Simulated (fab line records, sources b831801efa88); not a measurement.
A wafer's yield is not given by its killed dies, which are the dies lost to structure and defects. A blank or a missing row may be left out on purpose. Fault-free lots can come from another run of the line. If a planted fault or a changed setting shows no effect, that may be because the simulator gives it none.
The tool behind it: which one? ; flow sky130 ; 6 lots with 18 wafers sampled at 2 steps, on a route of 708 steps

## WHAT THE GAUGES SHOWED, per wafer
SKY_VIA4_BOW_MEAS_03.
lot;measured;on;VIA4_BOW (um)
L504;day 43 02:12;film_metro-03;70 75 77
L508;day 43 20:34;film_metro-04;85 84 84
L509;day 44 08:38;film_metro-04;74 52 70
L515;day 46 01:09;film_metro-03;81 89 82
L519;day 47 03:38;film_metro-04;83 75 77
L522;day 47 19:35;film_metro-01;79 74 72

## EACH LOT AND THE TOOL THAT RAN IT (in order: tool; ch and the chambers of the sampled wafers; start)
lot;SKY_METAL1_SPUTTER_00
L504;pvd_sputter-02, day 33 01:32
L508;pvd_sputter-01, day 34 00:23
L509;pvd_sputter-01, day 34 14:50
L515;pvd_sputter-01, day 36 13:14
L519;pvd_sputter-02, day 37 23:23
L522;pvd_sputter-04, day 38 18:10
- SKY_METAL1_SPUTTER_00: material Ti, target thk 15 nm, time 10 s.

## THE ANSWER, worked out from the rows above alone
Rule: usual is defined by the lots themselves. The widest of any qualifying gaps counts: lots, ordered by their means at a reading, are off when they make up no more than a third of the lots, leave a main group of 4 or more, and stand apart from it by 3 or more times the standard deviation of that group's means. If all means in a main group match to the digits the tables above print for the reading, that group is not used. Also off: a lot with no number at a reading for which 4 or more lots have one. The other lots that the step has rows for count as sound.
None of the lots is off at any reading shown; this tells nothing.

## WHAT THE SIMULATOR HAD PUT IN
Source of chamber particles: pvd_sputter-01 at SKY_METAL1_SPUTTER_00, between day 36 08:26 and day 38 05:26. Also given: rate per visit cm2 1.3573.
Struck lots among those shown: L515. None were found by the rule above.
